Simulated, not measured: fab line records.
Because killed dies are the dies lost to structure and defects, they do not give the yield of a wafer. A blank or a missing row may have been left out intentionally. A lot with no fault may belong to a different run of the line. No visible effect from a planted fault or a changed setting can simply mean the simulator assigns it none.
Chamber matching    flow sky130    SKY_VIA3_CMP_24 on cmp-02: 4 sister chambers
The step polishes, stops on SiO2, t overpolish 20 s, target thk 0 nm. 4 wafers are shown with their chamber, then 9 later ones without.

== WAFERS, EACH WITH ITS CHAMBER ==
wafer   chamber  motorCurrentA (A)
L865.5  1        9.6
L866.2  0        13.3
L866.4  2        11.7
L866.5  3        9.0

== WAFERS MISSING THEIR CHAMBER ==
wafer   motorCurrentA (A)
L867.1  13.9
L867.2  10.6
L867.4  12.1
L868.1  13.5
L868.3  9.9
L868.6  13.3
L874.2  11.1
L874.3  10.7
L874.5  10.0

== WHICH CHAMBER EACH WENT THROUGH ==
wafer   from the rows above           in truth
L867.1  0                             0
L867.2  can't be placed: 1 or 2 or 3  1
L867.4  can't be placed: 2 or 0       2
L868.1  0                             0
L868.3  can't be placed: 1 or 3       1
L868.6  0                             0
L874.2  can't be placed: 2 or 1       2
L874.3  can't be placed: 2 or 1 or 3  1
L874.5  can't be placed: 1 or 3       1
Placed correctly: 3 of 9. Cannot be placed on the basis of these rows: 6; the candidates contain the true chamber in 6. Number placed wrongly: 0.
How it was worked out, from the rows above alone: a wafer's distance from a chamber is the root of the sum, over the readings, of the square of ((its reading less the chamber's mean) divided by the reading's scatter). The wafer belongs to the nearest chamber; if the next one is less than 2 further off, it can't be placed. The mean given for a chamber averages the wafers shown for that chamber. The scatter: with one shown wafer a chamber, the root of the mean of the squares of how far each hidden wafer lies from its nearest shown one.
